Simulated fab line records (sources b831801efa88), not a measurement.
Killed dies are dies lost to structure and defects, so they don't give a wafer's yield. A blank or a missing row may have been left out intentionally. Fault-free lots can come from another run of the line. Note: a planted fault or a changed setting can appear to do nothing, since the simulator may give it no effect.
One fault through the eyes of 2 desks    flow gf180mcu    each desk holds nothing but its own numbers, with what lay behind them at the end

== FROM THE METROLOGY DESK ==
What the gauges read for every lot (on any tool): the sampled wafers with a number, averaged. A lot is out of limits, marked OUT, if its mean lies more than 4 standard deviations from the usual mean; the brackets give that distance.
Columns: A = V4_W_RS at GF_V4_RS_MEAS_24, usual 0.326 ohm/sq; B = V4_W_THK at GF_V4_THK_MEAS_25, usual 379 nm; C = MIM_CVD_05_THK at GF_MIM_THK_MEAS_06, usual 42.1 nm
lot   first seen here  A      B    C
L928  day 25 05:02     0.322  382  42.3
L934  day 26 22:45     0.327  379  42.4
L936  day 27 19:27     0.329  377  42.0
L942  day 29 07:12     0.327  373  42.2
L946  day 30 08:16     0.325  380  42.6
L949  day 31 05:34     0.329  377  42.4
This desk found nothing out of limits on any of the 6 lots.

== TOOL OWNER'S DESK, pvd-sputter-01 ==
At GF_MIM_SPUTTER_07 (material TiN, target thk 60 nm, time 50 s) the tool's own readings: per lot run on this tool, the mean of the sampled wafers that have a number. A lot is out of limits, marked OUT, if its mean lies more than 4 standard deviations from the usual mean; the brackets give that distance.
Columns: A = throttle-valve-pct at GF_MIM_SPUTTER_07, usual 29.5 %
lot   first seen here  A
L934  day 26 23:32     29.5
L936  day 27 20:13     29.1
L946  day 30 09:04     29.2
This desk found nothing out of limits on any of the 3 lots.

== BROUGHT TOGETHER ==
The metrology desk saw nothing out of limits.
Nothing out of limits was seen by the tool owner's desk.

== WHAT THE SIMULATOR PUT IN ==
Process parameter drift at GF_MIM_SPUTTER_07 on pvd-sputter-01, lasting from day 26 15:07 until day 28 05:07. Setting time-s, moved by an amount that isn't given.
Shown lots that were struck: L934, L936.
